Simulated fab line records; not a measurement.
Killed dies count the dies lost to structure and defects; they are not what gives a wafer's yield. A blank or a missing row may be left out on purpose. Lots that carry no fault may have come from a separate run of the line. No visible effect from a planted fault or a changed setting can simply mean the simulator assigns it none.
fab line records + flow sky130
record
- lots=6
- wafers=18
- last-day=50
route steps=708 shown METAL4@622
lots that met no fault: from a run of the same line without faults
start-h: the number of hours between the record's first day and the start of the first shown wafer of the lot + wait-h: hours since the lot's step before + " unchanged from the row above + L1.1+2: one row covering several wafers at once + - no value, or no start given + * or withheld: withheld + < > ~ a bound
route shown NAME@n: names a module that has steps shown in the file, with the first one's number in the route + usual: mean and standard deviation over wafers with no fault + same: alike in all rows + chamber/n: place in a boat + sites: each site's reading + _std_site: the values' standard deviation + _edge_site: mean of outer sites minus mean of inner sites + radius-mm: for every site, how far away it sits from the centre of the wafer + mask NAME#n: copy n + behind: the last tool/chamber to shape the wafer + hold: why the lot went on hold/how many hours it stayed there/how the hold came to an end + device: the transistor (n, p or np) that didn't switch + end of line: the same wafers' tests at the end of the route + a step without rows: its recipe alone + killed: at the first sort, the dies lost to defects and structure; wafer yield is something else + map: per-die view of a wafer (x killed, . not killed, _ where there is no die)
set.NAME: the setting as run; set.NAME@STEP: as run at that earlier step + model.NAME: the simulator's own value behind a step, which no gauge read
lots at selected steps of the route; one table per step, one row per wafer
services: the hour from which a tool's chamber was out of use, counted from the record's first day as start-h (under 0 if before that day), plus the number of hours and why
## steps
# step SKY_METAL4_HMDS_06
# recipe
- prime-time-s=60
- prime-temp-c=120
# step SKY_METAL4_COAT_07
# recipe
- resist=BARC
- temp-c=withheld
- time-s=withheld
- spin-rpm=3000
- resist-thk-nm=60
# step SKY_METAL4_COAT_08
# recipe
- resist=KrF-thick
- spin-rpm=3000
- resist-thk-nm=1140
# step SKY_METAL4_SOFTBAKE_09
# recipe
- temp-c=100
- time-s=90
- resist=KrF-thick
# step SKY_METAL4_EXPOSE_10
# recipe
- mask-id=MM4
- na=0.68
- source-shape=annular
- sigma-inner=0.4
- sigma-outer=0.8
- target-cd-nm=300
- dose-mj=28
# step SKY_METAL4_PEB_11
# recipe
- peb-temp-c=withheld
- peb-time-s=withheld
- resist=KrF-thick
# step SKY_METAL4_DEVELOP_12
# recipe
- develop-time-s=60
- resist=KrF-thick
- dev-temp-c=21
# step SKY_METAL4_CD_MEAS_13
# recipe
- target-cd-nm=300
# usual
- cd-nm=299.7/1.2
| lot.wafer | tool      | chamber | start-h | wait-h | cd-nm |
|-----------|-----------|---------|---------|--------|-------|
| L860.2    | cd-sem-02 | -       | 998.76  | -      | 298.6 |
| L860.5    | "         | -       | "       | "      | 298.6 |
| L860.6    | "         | -       | "       | "      | 298.1 |
| L866.3    | cd-sem-01 | -       | 1054.56 | -      | 299.0 |
| L866.4    | "         | -       | "       | "      | 298.1 |
| L866.6    | "         | -       | "       | "      | 299.6 |
| L869.4    | cd-sem-02 | -       | 1061.55 | -      | 300.1 |
| L869.5    | "         | -       | "       | "      | 301.9 |
| L869.6    | "         | -       | "       | "      | 301.1 |
| L877.1    | cd-sem-01 | -       | 1109.37 | -      | 299.1 |
| L877.2    | "         | -       | "       | "      | 300.2 |
| L877.3    | "         | -       | "       | "      | 299.3 |
| L880.1    | cd-sem-02 | -       | 1124.02 | -      | 300.6 |
| L880.3    | "         | -       | "       | "      | 299.4 |
| L880.5    | "         | -       | "       | "      | 301.9 |
| L881.3    | cd-sem-01 | -       | 1125.63 | -      | 300.3 |
| L881.4    | "         | -       | "       | "      | 299.8 |
| L881.5    | "         | -       | "       | "      | 298.2 |
# step SKY_METAL4_OVL_MEAS_14
# usual
- METAL4_OVL=2/6.3
| lot.wafer | tool       | chamber | start-h | wait-h | METAL4_OVL[nm] |
|-----------|------------|---------|---------|--------|----------------|
| L860.2    | overlay-01 | -       | 998.86  | 0.1    | -3             |
| L860.5    | "          | -       | "       | "      | -3             |
| L860.6    | "          | -       | "       | "      | -1             |
| L866.3    | overlay-02 | -       | 1054.65 | 0.1    | -4             |
| L866.4    | "          | -       | "       | "      | 1              |
| L866.6    | "          | -       | "       | "      | -4             |
| L869.4    | overlay-02 | -       | 1061.63 | 0.1    | -2             |
| L869.5    | "          | -       | "       | "      | 1              |
| L869.6    | "          | -       | "       | "      | 2              |
| L877.1    | overlay-01 | -       | 1109.49 | 0.1    | 6              |
| L877.2    | "          | -       | "       | "      | 10             |
| L877.3    | "          | -       | "       | "      | 6              |
| L880.1    | overlay-01 | -       | 1124.14 | 0.1    | 2              |
| L880.3    | "          | -       | "       | "      | 2              |
| L880.5    | "          | -       | "       | "      | 1              |
| L881.3    | overlay-02 | -       | 1125.72 | 0.1    | 1              |
| L881.4    | "          | -       | "       | "      | -1             |
| L881.5    | "          | -       | "       | "      | -10            |
# step SKY_METAL4_DESCUM_15
# recipe
- chemistry=O2
- source-power-w=150
- bias-power-w=0
- pressure-mtorr=10
- temp-c=40
- time-s=8
# usual
- drypump-motor-current-A=5.6/0.34
- oes-product-au=0.997/0.012
# same
- time-s=8
| lot.wafer | tool         | chamber | start-h | wait-h | drypump-motor-current-A | oes-product-au | rf-hours-counter-h |
|-----------|--------------|---------|---------|--------|-------------------------|----------------|--------------------|
| L860.2    | rie-metal-04 | 1       | 998.89  | 0.0    | 5.6                     | 0.998          | 17                 |
| L860.5    | "            | 0       | "       | "      | 5.4                     | 0.982          | -                  |
| L860.6    | "            | 1       | "       | "      | 5.6                     | 0.992          | -                  |
| L866.3    | rie-metal-02 | 1       | 1054.69 | 0.0    | 5.3                     | 1.007          | -                  |
| L866.4    | "            | 0       | "       | "      | 6.2                     | 1.008          | -                  |
| L866.6    | "            | 1       | "       | "      | 5.3                     | 0.997          | -                  |
| L869.4    | rie-metal-03 | 0       | 1061.65 | 0.0    | 5.2                     | 0.982          | -                  |
| L869.5    | "            | 1       | "       | "      | 5.7                     | 1.000          | -                  |
| L869.6    | "            | 0       | "       | "      | 5.2                     | 0.990          | -                  |
| L877.1    | rie-metal-04 | 0       | 1109.52 | 0.0    | 5.4                     | 0.983          | 23                 |
| L877.2    | "            | 0       | "       | "      | 5.4                     | 0.983          | -                  |
| L877.3    | "            | 0       | "       | "      | 5.4                     | 0.983          | -                  |
| L880.1    | rie-metal-03 | 1       | 1124.17 | 0.0    | 5.7                     | 0.991          | 22                 |
| L880.3    | "            | 1       | "       | "      | 5.7                     | 0.991          | -                  |
| L880.5    | "            | 0       | "       | "      | 5.2                     | 0.981          | -                  |
| L881.3    | rie-metal-02 | 0       | 1125.75 | 0.0    | 6.2                     | 1.023          | -                  |
| L881.4    | "            | 1       | "       | "      | 5.3                     | 0.998          | -                  |
| L881.5    | "            | 1       | "       | "      | 5.3                     | 0.999          | -                  |
# step SKY_METAL4_ETCH_16
# recipe
- chemistry=N2/H2
- target=BARC
- ion-energy-ev=200
- bias-w=100
- pressure-mtorr=30
- n2-flow-sccm=100
- h2-flow-sccm=200
- icp-w=500
- stop-on=SiO2
- time-s=88.2
- target-depth-a=600
# usual
- bias-w=100.0/0.31
- drypump-motor-current-A=5.6/0.35
- h2-flow-sccm=200.0/0.54
- oes-product-au=0.625/0.0047
- throttle-valve-pct=13.205/0.0086
# same
- time-s=88.2
| lot.wafer | tool         | chamber | start-h | wait-h | bias-w | drypump-motor-current-A | h2-flow-sccm | oes-product-au | rf-hours-counter-h | throttle-valve-pct |
|-----------|--------------|---------|---------|--------|--------|-------------------------|--------------|----------------|--------------------|--------------------|
| L860.2    | rie-metal-04 | 1       | 998.93  | 0.0    | 100.2  | 5.7                     | 200.2        | 0.628          | 17                 | 13.192             |
| L860.5    | "            | 0       | "       | "      | 99.8   | 5.4                     | 199.3        | 0.634          | -                  | 13.210             |
| L860.6    | "            | 1       | "       | "      | 99.7   | 5.7                     | 200.8        | 0.616          | -                  | 13.197             |
| L866.3    | rie-metal-02 | 1       | 1054.74 | 0.0    | 99.7   | 5.3                     | 199.4        | 0.624          | -                  | 13.200             |
| L866.4    | "            | 0       | "       | "      | 99.8   | 6.2                     | 199.3        | 0.628          | -                  | 13.208             |
| L866.6    | "            | 1       | "       | "      | 99.9   | 5.3                     | 201.0        | 0.627          | -                  | 13.206             |
| L869.4    | rie-metal-03 | 0       | 1061.71 | 0.0    | 99.7   | 5.3                     | 199.8        | 0.630          | -                  | 13.212             |
| L869.5    | "            | 1       | "       | "      | 100.6  | 5.7                     | 199.5        | 0.624          | -                  | 13.218             |
| L869.6    | "            | 0       | "       | "      | 100.0  | 5.3                     | 199.7        | 0.629          | -                  | 13.214             |
| L877.1    | rie-metal-04 | 0       | 1109.59 | 0.1    | 99.7   | 5.4                     | 200.4        | 0.622          | 23                 | 13.197             |
| L877.2    | "            | 0       | "       | "      | 99.8   | 5.4                     | 200.2        | 0.632          | -                  | 13.210             |
| L877.3    | "            | 0       | "       | "      | 99.9   | 5.4                     | 200.4        | 0.621          | -                  | 13.212             |
| L880.1    | rie-metal-03 | 1       | 1124.21 | 0.0    | 99.9   | 5.7                     | 199.6        | 0.619          | 22                 | 13.191             |
| L880.3    | "            | 1       | "       | "      | 99.7   | 5.7                     | 200.5        | 0.626          | -                  | 13.202             |
| L880.5    | "            | 0       | "       | "      | 100.1  | 5.2                     | 201.2        | 0.627          | -                  | 13.218             |
| L881.3    | rie-metal-02 | 0       | 1125.81 | 0.0    | 100.4  | 6.2                     | 200.9        | 0.622          | -                  | 13.213             |
| L881.4    | "            | 1       | "       | "      | 99.8   | 5.3                     | 199.6        | 0.632          | -                  | 13.196             |
| L881.5    | "            | 1       | "       | "      | 100.4  | 5.3                     | 199.9        | 0.630          | -                  | 13.210             |
# step SKY_METAL4_ETCH_17
# recipe
- target=SiO2
- stop-on=TiN
- chemistry=C4F8/O2/Ar
- source-w=1500
- bias-w=1200
- pressure-mtorr=40
- c4f8-flow-sccm=withheld
- O2_flow_sccm=6
- Ar_flow_sccm=300
- time-s=3.9
- target-depth-a=150
# usual
- bias-w=1200/3.5
- oes-product-au=0.755/0.0082
# same
- time-s=3.9
| lot.wafer | tool        | chamber | start-h | wait-h | bias-w | oes-product-au | rf-hours-counter-h |
|-----------|-------------|---------|---------|--------|--------|----------------|--------------------|
| L860.2    | rie-diel-01 | 3       | 999.02  | 0.1    | 1209   | 0.752          | 29                 |
| L860.5    | "           | 2       | "       | "      | 1205   | 0.741          | -                  |
| L860.6    | "           | 1       | "       | "      | 1202   | 0.751          | -                  |
| L866.3    | rie-diel-04 | 2       | 1054.80 | 0.0    | 1197   | 0.751          | 7                  |
| L866.4    | "           | 0       | "       | "      | 1204   | 0.758          | -                  |
| L866.6    | "           | 3       | "       | "      | 1195   | 0.769          | -                  |
| L869.4    | rie-diel-01 | 0       | 1061.77 | 0.0    | 1196   | 0.750          | 12                 |
| L869.5    | "           | 1       | "       | "      | 1199   | 0.765          | -                  |
| L869.6    | "           | 2       | "       | "      | 1202   | 0.755          | -                  |
| L877.1    | rie-diel-03 | 1       | 1109.79 | 0.2    | 1205   | 0.754          | 17                 |
| L877.2    | "           | 3       | "       | "      | 1199   | 0.751          | 11                 |
| L877.3    | "           | 0       | "       | "      | 1199   | 0.749          | 21                 |
| L880.1    | rie-diel-04 | 1       | 1124.31 | 0.1    | 1201   | 0.750          | 2                  |
| L880.3    | "           | 3       | "       | "      | 1194   | 0.751          | 21                 |
| L880.5    | "           | 3       | "       | "      | 1198   | 0.756          | -                  |
| L881.3    | rie-diel-01 | 0       | 1125.87 | 0.0    | 1205   | 0.737          | 14                 |
| L881.4    | "           | 2       | "       | "      | 1194   | 0.755          | -                  |
| L881.5    | "           | 1       | "       | "      | 1200   | 0.768          | -                  |
# step SKY_METAL4_METAL_ETCH_18
# recipe
- target-depth-a=8450
- stop-on=SiO2
- over-etch-frac=0.3
- time-s=183.1
- chemistry=Cl2/BCl3
- resist-sidewall-deg=88
- pressure-mtorr=10
- icp-w=900
- bias-w=48.5
- Cl2_flow_sccm=60
- bcl3-flow-sccm=30
# usual
- bias-w=48.52/0.14
- drypump-motor-current-A=5.6/0.34
- oes-product-au=0.867/0.0062
- throttle-valve-pct=22.264/0.0086
# same
- time-s=183.1
| lot.wafer | tool         | chamber | start-h | wait-h | bias-w | drypump-motor-current-A | oes-product-au | rf-hours-counter-h | throttle-valve-pct | model.KrF-thick_of_METAL4_COAT_08.thk-nm | model.SiO2_of_VIA3_HDPCVD_00.thk-nm |
|-----------|--------------|---------|---------|--------|--------|-------------------------|----------------|--------------------|--------------------|------------------------------------------|-------------------------------------|
| L860.2    | rie-metal-03 | 1       | 999.04  | 0.0    | 48.52  | 5.7                     | 0.874          | 13                 | 22.257             | 527.6                                    | 435                                 |
| L860.5    | "            | 1       | "       | "      | 48.56  | 5.7                     | 0.868          | -                  | 22.272             | 524.5                                    | 435                                 |
| L860.6    | "            | 0       | "       | "      | 48.46  | 5.2                     | 0.871          | -                  | 22.255             | 532.8                                    | 434.8                               |
| L866.3    | rie-metal-04 | 0       | 1054.88 | 0.1    | 48.77  | 5.4                     | 0.869          | -                  | 22.260             | 531.5                                    | 436.4                               |
| L866.4    | "            | 1       | "       | "      | 48.39  | 5.7                     | 0.877          | -                  | 22.258             | 529                                      | 435.8                               |
| L866.6    | "            | 1       | "       | "      | 48.41  | 5.6                     | 0.873          | -                  | 22.267             | 524.1                                    | 434.9                               |
| L869.4    | rie-metal-02 | 0       | 1061.97 | 0.2    | 48.56  | 6.2                     | 0.867          | -                  | 22.287             | 518.8                                    | 436.3                               |
| L869.5    | "            | 0       | "       | "      | 48.53  | 6.2                     | 0.873          | -                  | 22.246             | 523.6                                    | 436.6                               |
| L869.6    | "            | 0       | "       | "      | 48.31  | 6.2                     | 0.854          | -                  | 22.257             | 516.1                                    | 437.2                               |
| L877.1    | rie-metal-02 | 1       | 1109.80 | 0.0    | 62.10  | 5.3                     | 0.857          | 18                 | 22.258             | 469.9                                    | 428.5                               |
| L877.2    | "            | 0       | "       | "      | 62.23  | 6.2                     | 0.863          | 22                 | 22.276             | 446.2                                    | 427.7                               |
| L877.3    | "            | 0       | "       | "      | 62.17  | 6.2                     | 0.866          | -                  | 22.254             | 444.9                                    | 427.1                               |
| L880.1    | rie-metal-02 | 1       | 1124.32 | 0.0    | 62.15  | 5.3                     | 0.857          | 19                 | 22.275             | 480.9                                    | 431.6                               |
| L880.3    | "            | 0       | "       | "      | 62.05  | 6.2                     | 0.873          | -                  | 22.268             | 463.6                                    | 428.7                               |
| L880.5    | "            | 1       | "       | "      | 62.33  | 5.3                     | 0.867          | -                  | 22.262             | 486.3                                    | 430.8                               |
| L881.3    | rie-metal-04 | 1       | 1125.95 | 0.1    | 48.44  | 5.7                     | 0.877          | -                  | 22.258             | 516.1                                    | 436.3                               |
| L881.4    | "            | 0       | "       | "      | 48.58  | 5.4                     | 0.870          | -                  | 22.252             | 536.4                                    | 437.3                               |
| L881.5    | "            | 0       | "       | "      | 48.68  | 5.4                     | 0.870          | -                  | 22.267             | 531.9                                    | 437.3                               |
# step SKY_METAL4_STRIP_19
# recipe
- chemistry=O2/N2
- power-w=1400
- pressure-mtorr=1500
- platen-temp-c=withheld
- o2-flow-sccm=3000
- n2-flow-sccm=300
- overash-fraction=0.5
# usual
- drypump-motor-current-A=5.6/0.33
- o2-flow-sccm=3000/8.4
- oes-product-au=0.503/0.0061
- strip-time-to-endpoint-s=6.56/0.1
| lot.wafer | tool            | chamber | start-h | wait-h | drypump-motor-current-A | o2-flow-sccm | oes-product-au | rf-hours-counter-h | strip-time-to-endpoint-s |
|-----------|-----------------|---------|---------|--------|-------------------------|--------------|----------------|--------------------|--------------------------|
| L860.2    | plasma-asher-03 | 0       | 999.22  | 0.1    | 5.7                     | 2995         | 0.499          | 87                 | 6.54                     |
| L860.5    | "               | 0       | "       | "      | 5.7                     | 2999         | 0.495          | -                  | 6.50                     |
| L860.6    | "               | 1       | "       | "      | 6.1                     | 3010         | 0.499          | -                  | 6.59                     |
| L866.3    | plasma-asher-01 | 0       | 1055.03 | 0.1    | 5.6                     | 2988         | 0.501          | -                  | 6.58                     |
| L866.4    | "               | 1       | "       | "      | 5.2                     | 3020         | 0.502          | -                  | 6.55                     |
| L866.6    | "               | 1       | "       | "      | 5.2                     | 2993         | 0.499          | -                  | 6.51                     |
| L869.4    | plasma-asher-03 | 1       | 1062.18 | 0.2    | 6.1                     | 3002         | 0.495          | -                  | 6.46                     |
| L869.5    | "               | 1       | "       | "      | 6.1                     | 2997         | 0.505          | -                  | 6.51                     |
| L869.6    | "               | 0       | "       | "      | 5.7                     | 3001         | 0.495          | -                  | 6.44                     |
| L877.1    | plasma-asher-03 | 0       | 1109.98 | 0.1    | 5.7                     | 2993         | 0.486          | 99                 | 5.95                     |
| L877.2    | "               | 1       | "       | "      | 6.1                     | 3001         | 0.469          | 99                 | 5.72                     |
| L877.3    | "               | 1       | "       | "      | 6.1                     | 3012         | 0.468          | -                  | 5.70                     |
| L880.1    | plasma-asher-01 | 0       | 1124.50 | 0.1    | 5.6                     | 3010         | 0.480          | 67                 | 6.07                     |
| L880.3    | "               | 0       | "       | "      | 5.6                     | 3004         | 0.470          | -                  | 5.91                     |
| L880.5    | "               | 0       | "       | "      | 5.6                     | 2999         | 0.487          | -                  | 6.12                     |
| L881.3    | plasma-asher-01 | 0       | 1126.10 | 0.1    | 5.6                     | 3005         | 0.503          | -                  | 6.43                     |
| L881.4    | "               | 1       | "       | "      | 5.2                     | 2989         | 0.504          | -                  | 6.61                     |
| L881.5    | "               | 1       | "       | "      | 5.2                     | 2985         | 0.505          | -                  | 6.58                     |
# step SKY_METAL4_STRIP_20
# recipe
- chemistry=post-etch-residue-remover
- time-s=1200
- temp-c=72.5
## services
| tool            | chamber | start-h | hours | kind                          |
|-----------------|---------|---------|-------|-------------------------------|
| rie-metal-04    | -       | 974.93  | 2.8   | pm                            |
| plasma-asher-01 | -       | 993.15  | 2.8   | pm                            |
| rie-diel-01     | 3       | 1016.91 | -     | clean                         |
| rie-diel-01     | 3       | 1016.91 | -     | consumable-replace:showerhead |
| rie-diel-01     | 3       | 1016.91 | 19.9  | scheduled-down                |
| rie-diel-01     | 3       | 1016.91 | 19.9  | vent-cycle                    |
| rie-diel-01     | 3       | 1049.39 | 11.8  | repair                        |
| rie-diel-03     | 1       | 1054.17 | 3.0   | repair                        |
| rie-diel-04     | 1       | 1054.55 | -     | clean                         |
| rie-diel-04     | 1       | 1054.55 | 11.6  | scheduled-down                |
| rie-diel-04     | 1       | 1054.55 | 11.6  | vent-cycle                    |
| rie-metal-02    | 1       | 1055.48 | 7.9   | repair                        |
| rie-diel-04     | 2       | 1073.35 | 2.0   | repair                        |
| rie-diel-04     | 0       | 1082.30 | 11.0  | repair                        |
| rie-metal-04    | 1       | 1108.11 | -     | clean                         |
| rie-metal-04    | 1       | 1108.11 | -     | consumable-replace:focus-ring |
| rie-metal-04    | 1       | 1108.11 | 14.5  | scheduled-down                |
| rie-metal-04    | 1       | 1108.11 | 14.5  | vent-cycle                    |
| rie-diel-01     | 3       | 1109.47 | 19.0  | repair                        |
## key
first-sign
- step=SKY_METAL4_METAL_ETCH_18
- reading=bias-w
- direction=up
- sigmas=98
- usual=48.52
- struck=62.17
effect
- step=SKY_METAL4_STRIP_19
- reading=strip-time-to-endpoint-s
- direction=down
- sigmas=6.4
- usual=*
- struck=*
model-effect
- step=SKY_METAL4_METAL_ETCH_18
- value=KrF-thick_of_METAL4_COAT_08.thk-nm
- without=528
- struck=465.3
met-at SKY_METAL4_METAL_ETCH_18
struck-wafers L877.1,L877.2,L877.3,L880.1,L880.3,L880.5
onset-between 1061.97 1109.80
fault
- kind=process-parameter-drift
- tool=rie-metal-02
- chamber=-
- onset-h=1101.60
- steps=SKY_METAL4_METAL_ETCH_18
- channel=bias-w
- offset=13.71
- shape=step
- end-h=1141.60
- acts-in=these-recipes-only
- stated=48.5
